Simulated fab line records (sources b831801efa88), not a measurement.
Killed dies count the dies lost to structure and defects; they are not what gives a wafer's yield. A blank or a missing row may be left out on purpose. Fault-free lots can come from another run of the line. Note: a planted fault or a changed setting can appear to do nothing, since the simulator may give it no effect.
Which of the tools did it?	flow sky130	27 wafers from 9 lots sampled at 4 of the route's 708 steps

== WHAT THE GAUGES SHOWED, per wafer ==
SKY_CAPM_RS_MEAS_03: uses a four-point probe to measure.
lot	measured	on	CAPM_TIN_RS (ohm/sq)
L525	day 36 03:45	film_metro-04	6.80 6.78 6.91
L528	day 37 03:28	film_metro-01	6.95 6.96 6.99
L530	day 37 19:29	film_metro-02	6.95 7.00 7.00
L531	day 38 04:50	film_metro-01	7.01 6.95 6.99
L533	day 39 12:12	film_metro-01	6.89 6.94 6.94
L536	day 40 00:12	film_metro-01	7.04 7.00 7.11
L543	day 42 04:15	film_metro-04	6.86 6.96 6.90
L544	day 42 05:17	film_metro-04	7.43 7.46 7.44
L545	day 42 06:16	film_metro-02	7.68 7.63 7.67

== WHAT TOOL EACH LOT RAN ON (gives the tool, then ch and the chambers of the sampled wafers, and finally the start) ==
lot	SKY_METAL2_METAL_ETCH_19	SKY_VIA2_CVD_21	SKY_CAPM_SPUTTER_02
L525	rie_metal-01 ch 0,1, day 34 21:42	cvd_w-02 ch 0,1, day 36 02:46	pvd_sputter-01, day 36 03:37
L528	rie_metal-01 ch 0,1, day 35 21:13	cvd_w-01 ch 0,1, day 37 02:30	pvd_sputter-03, day 37 03:21
L530	rie_metal-02 ch 0,1, day 36 14:10	cvd_w-01 ch 0,1, day 37 18:32	pvd_sputter-03, day 37 19:22
L531	rie_metal-03 ch 0, day 37 00:01	cvd_w-02 ch 0,1, day 38 03:53	pvd_sputter-01, day 38 04:43
L533	rie_metal-01 ch 1, day 38 07:58	cvd_w-02 ch 0,1, day 39 11:14	pvd_sputter-01, day 39 12:05
L536	rie_metal-03 ch 0,1, day 38 19:13	cvd_w-01 ch 0, day 39 23:14	pvd_sputter-03, day 40 00:05
L543	rie_metal-02 ch 1, day 41 01:28	cvd_w-02 ch 0,1, day 42 03:17	pvd_sputter-01, day 42 04:07
L544	rie_metal-03 ch 0,1, day 41 02:07	cvd_w-01 ch 0,1, day 42 04:20	pvd_sputter-03, day 42 05:10
L545	rie_metal-02 ch 0,1, day 41 03:13	cvd_w-01 ch 0,1, day 42 05:04	pvd_sputter-03, day 42 06:07
- SKY_METAL2_METAL_ETCH_19: etches the open film in Cl2/BCl3, stops on SiO2, target depth 360 nm, time 78 s.
- SKY_VIA2_CVD_21: deposits W, target thk 420 nm, time 126.4 s.
- SKY_CAPM_SPUTTER_02: material TiN, target thk 200 nm, time 166.7 s.

== THE ANSWER, worked out from the rows above alone ==
Rule: what is usual is taken from the lots themselves. The widest of any qualifying gaps counts: lots, ordered by their means at a reading, are off when they make up no more than a third of the lots, leave a main group of 4 or more, and stand apart from it by 3 or more times the standard deviation of that group's means. The tables above print the reading to a certain number of digits; a main group whose means all agree to those digits is not used. A lot without any number at a reading at which 4 lots or more have one is off too. Any other lot the step has rows for is counted as sound.
Off: L544, L545, at SKY_CAPM_RS_MEAS_03 (CAPM_TIN_RS). For the main group the mean is 6.95 ohm/sq and the standard deviation 0.065.
A tool fits if, at a process step before that reading, it ran every lot that is off, and no sound lot after the first of them. Gauges at SKY_CAPM_RS_MEAS_03: tried the same way as those tools. Can't be told from this: 2 tools fit, cvd_w-01 at SKY_VIA2_CVD_21, pvd_sputter-03 at SKY_CAPM_SPUTTER_02.

== WHAT THE SIMULATOR HAD INSERTED ==
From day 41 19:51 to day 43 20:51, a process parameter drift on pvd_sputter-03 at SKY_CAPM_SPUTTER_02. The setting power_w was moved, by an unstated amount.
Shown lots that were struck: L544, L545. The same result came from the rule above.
